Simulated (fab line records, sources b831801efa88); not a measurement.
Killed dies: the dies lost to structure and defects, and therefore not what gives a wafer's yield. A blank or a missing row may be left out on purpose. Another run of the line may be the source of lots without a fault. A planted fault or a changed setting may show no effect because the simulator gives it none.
The same fault as seen by 2 desks | flow sky130 | each desk has only its own numbers; what lay behind them comes last

== AT THE METROLOGY DESK ==
Lot by lot, what the gauges showed, no matter which tool ran the lot: averages of those sampled wafers that carry a number. A lot is out of limits, marked OUT, if its mean lies more than 4 standard deviations from the usual mean; the brackets give that distance.
Columns: A = VIA4_OVL at SKY_VIA4_OVL_MEAS_11, usual -0.8 nm; B = PASSIVATION_CVD_02_THK at SKY_PASSIVATION_THK_MEAS_03, usual 539 nm
lot  | first seen here | A    | B
L706 | day 43 15:08    | -1.3 | 537
L708 | day 45 08:14    | -0.1 | 545
L710 | day 45 11:44    | 0.6  | 535
L712 | day 46 03:23    | 0.0  | 536
L713 | day 46 05:17    | 1.1  | 546
L714 | day 46 08:47    | -0.1 | 533
L722 | day 48 01:23    | -1.1 | 538
L724 | day 48 05:28    | 0.1  | 537
L726 | day 48 21:11    | -1.0 | 550
L727 | day 49 00:46    | 0.2  | 542
This desk's finding: nothing out of limits on any of the 10 lots.

== TOOL OWNER'S DESK, rie-diel-03 ==
The tool's own readings at SKY_SPACER_ETCHBACK_02 (etches Si3N4 in CH3F/O2, stops on SiO2, time 46.7 s, target depth 45 nm): means of the sampled wafers that have a number, for each lot that ran on this tool. A lot is out of limits, marked OUT, if its mean lies more than 4 standard deviations from the usual mean; the brackets give that distance.
Columns: A = ch3f-flow-sccm at SKY_SPACER_ETCHBACK_02, usual 40.00 sccm; B = chamber-pressure-mTorr at SKY_SPACER_ETCHBACK_02, usual 25.002 mTorr; C = drypump-motor-current-A at SKY_SPACER_ETCHBACK_02, usual 5.5 A; D = oes-product-au at SKY_SPACER_ETCHBACK_02, usual 0.855 a.u.; E = rf-fwd-power-W at SKY_SPACER_ETCHBACK_02, usual 396.3 W; F = throttle-valve-pct at SKY_SPACER_ETCHBACK_02, usual 10.563 %
lot  | first seen here | A     | B      | C   | D     | E     | F
L708 | day 25 23:26    | 40.09 | 25.004 | 5.6 | 0.861 | 397.6 | 10.568
L710 | day 26 07:47    | 39.94 | 25.003 | 5.6 | 0.857 | 397.8 | 10.561
L712 | day 26 23:37    | 40.04 | 24.994 | 5.2 | 0.859 | 397.5 | 10.574
L713 | day 27 05:02    | 40.03 | 25.002 | 5.5 | 0.853 | 396.5 | 10.559
L714 | day 27 09:38    | 40.02 | 25.006 | 5.1 | 0.848 | 399.1 | 10.572
L726 | day 30 23:00    | 40.03 | 24.978 | 5.6 | 0.859 | 397.2 | 10.557
This desk's finding: nothing out of limits on any of the 6 lots.

== TAKEN TOGETHER ==
The metrology desk saw nothing out of limits.
Nothing out of limits was seen by the tool owner's desk.

== WHAT WAS PUT IN BY THE SIMULATOR ==
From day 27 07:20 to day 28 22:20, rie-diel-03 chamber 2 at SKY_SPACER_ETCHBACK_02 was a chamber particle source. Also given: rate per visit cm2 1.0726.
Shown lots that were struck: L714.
